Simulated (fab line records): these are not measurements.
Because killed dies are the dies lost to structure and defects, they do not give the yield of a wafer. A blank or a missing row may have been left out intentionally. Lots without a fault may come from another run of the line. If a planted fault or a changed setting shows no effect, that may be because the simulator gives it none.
Chamber matching :: flow sky130 :: SKY_VIA1_ETCH_15 on rie-diel-02: 4 sister chambers
The step etches SiO2 in C4F8/O2/Ar, stops on TiN, target depth 351 nm, time 54 s. 14 wafers are shown with their chamber, then 7 later ones without.

WAFERS WITH THEIR CHAMBER
wafer: L881.2
chamber: 0
oes-product-au (a.u.): 0.989
rf-fwd-power-W (W): 1485

wafer: L881.5
chamber: 1
oes-product-au (a.u.): 0.976
rf-fwd-power-W (W): 1484

wafer: L881.6
chamber: 0
oes-product-au (a.u.): 0.979
rf-fwd-power-W (W): 1493

wafer: L885.1
chamber: 1
oes-product-au (a.u.): 0.975
rf-fwd-power-W (W): 1487

wafer: L885.2
chamber: 2
oes-product-au (a.u.): 0.982
rf-fwd-power-W (W): 1473

wafer: L885.5
chamber: 2
oes-product-au (a.u.): 0.975
rf-fwd-power-W (W): 1483

wafer: L893.2
chamber: 3
oes-product-au (a.u.): 0.987
rf-fwd-power-W (W): 1483

wafer: L893.3
chamber: 2
oes-product-au (a.u.): 0.982
rf-fwd-power-W (W): 1481

wafer: L893.6
chamber: 3
oes-product-au (a.u.): 0.980
rf-fwd-power-W (W): 1482

wafer: L898.1
chamber: 2
oes-product-au (a.u.): 0.973
rf-fwd-power-W (W): 1490

wafer: L898.2
chamber: 3
oes-product-au (a.u.): 0.986
rf-fwd-power-W (W): 1491

wafer: L898.5
chamber: 1
oes-product-au (a.u.): 0.967
rf-fwd-power-W (W): 1486

wafer: L900.1
chamber: 3
oes-product-au (a.u.): 0.991
rf-fwd-power-W (W): 1481

wafer: L900.3
chamber: 1
oes-product-au (a.u.): 0.981
rf-fwd-power-W (W): 1488

SIGNATURES (averages over the wafers above)
reading: oes-product-au
chamber 0: 0.98400
chamber 1: 0.97475
chamber 2: 0.97800
chamber 3: 0.98600
scatter within a chamber: 0.00528

reading: rf-fwd-power-W
chamber 0: 1489.00
chamber 1: 1486.25
chamber 2: 1481.75
chamber 3: 1484.25
scatter within a chamber: 5
Rule: for each reading, subtract the chamber's mean from the wafer's reading, divide by that reading's scatter and square the result; add these up over the readings and take the root, which gives the wafer's distance from the chamber. The wafer belongs to the nearest chamber; if the next one is less than 2 further off, it can't be placed. The scatter is the square root of a quotient: the sum, over the shown wafers, of each reading's squared deviation from its chamber's mean, divided by wafers minus chambers.

WAFERS WITH NO CHAMBER GIVEN
wafer: L900.4
oes-product-au (a.u.): 0.981
rf-fwd-power-W (W): 1484

wafer: L901.3
oes-product-au (a.u.): 0.969
rf-fwd-power-W (W): 1478

wafer: L901.4
oes-product-au (a.u.): 0.984
rf-fwd-power-W (W): 1487

wafer: L901.6
oes-product-au (a.u.): 0.978
rf-fwd-power-W (W): 1486

wafer: L902.2
oes-product-au (a.u.): 0.985
rf-fwd-power-W (W): 1490

wafer: L902.4
oes-product-au (a.u.): 0.979
rf-fwd-power-W (W): 1489

wafer: L902.5
oes-product-au (a.u.): 0.978
rf-fwd-power-W (W): 1483

WHICH CHAMBER EACH WENT THROUGH
wafer: L900.4
from the rows above: can't be placed: 2 or 3 or 0 or 1
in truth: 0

wafer: L901.3
from the rows above: can't be placed: 2 or 1 or 3 or 0
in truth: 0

wafer: L901.4
from the rows above: can't be placed: 0 or 3 or 2 or 1
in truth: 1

wafer: L901.6
from the rows above: can't be placed: 1 or 2 or 0 or 3
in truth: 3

wafer: L902.2
from the rows above: can't be placed: 0 or 3 or 1 or 2
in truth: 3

wafer: L902.4
from the rows above: can't be placed: 0 or 1 or 2 or 3
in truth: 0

wafer: L902.5
from the rows above: can't be placed: 2 or 1 or 3 or 0
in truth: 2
Correct placement for 0 of the 7. Unplaceable from these rows: 7, with the true chamber sitting among the candidates in 7. Number placed wrongly: 0.
